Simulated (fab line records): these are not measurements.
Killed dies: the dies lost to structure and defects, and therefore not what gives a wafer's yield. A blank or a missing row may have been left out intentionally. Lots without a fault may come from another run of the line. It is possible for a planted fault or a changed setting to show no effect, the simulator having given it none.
Chamber matching | flow sky130 | rie-diel-01 running SKY_LI_CONTACT_ETCH_15: 4 sister chambers
The step etches PSG in C4F8/O2/Ar, stops on Si, target depth 600 nm. 4 wafers are shown with their chamber, then 8 later ones without.

## WAFERS PAIRED WITH THEIR CHAMBERS
wafer  | chamber | rf-fwd-power-W (W)
L084.5 | 1       | 1493
L084.6 | 0       | 1497
L085.5 | 2       | 1490
L090.2 | 3       | 1502

## WAFERS WITH NO CHAMBER GIVEN
wafer  | rf-fwd-power-W (W)
L090.3 | 1490
L090.5 | 1490
L093.3 | 1490
L093.5 | 1484
L093.6 | 1500
L096.2 | 1494
L096.4 | 1491
L096.6 | 1500

## WHICH CHAMBER EACH ONE RAN IN
wafer  | from the rows above          | in truth
L090.3 | can't be placed: 2 or 1      | 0
L090.5 | can't be placed: 2 or 1      | 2
L093.3 | can't be placed: 2 or 1      | 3
L093.5 | can't be placed: 2 or 1      | 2
L093.6 | can't be placed: 3 or 0      | 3
L096.2 | can't be placed: 1 or 0 or 2 | 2
L096.4 | can't be placed: 2 or 1      | 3
L096.6 | can't be placed: 3 or 0      | 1
Correctly placed: 0 of 8. From these rows, 8 cannot be placed; in 4 the true chamber is one of the candidates. Wrongly placed: 0.
How it was worked out, from the rows above alone: a wafer's distance from a chamber is the root of the sum, over the readings, of the square of ((its reading less the chamber's mean) divided by the reading's scatter). If the next closest chamber is less than 2 further off than the closest, the wafer can't be placed; otherwise it belongs to the closest. For every chamber, the mean is computed from those of its wafers that are shown. The scatter (one wafer shown for each chamber): square how far every hidden wafer sits from the nearest shown wafer, average those squares and take the square root.
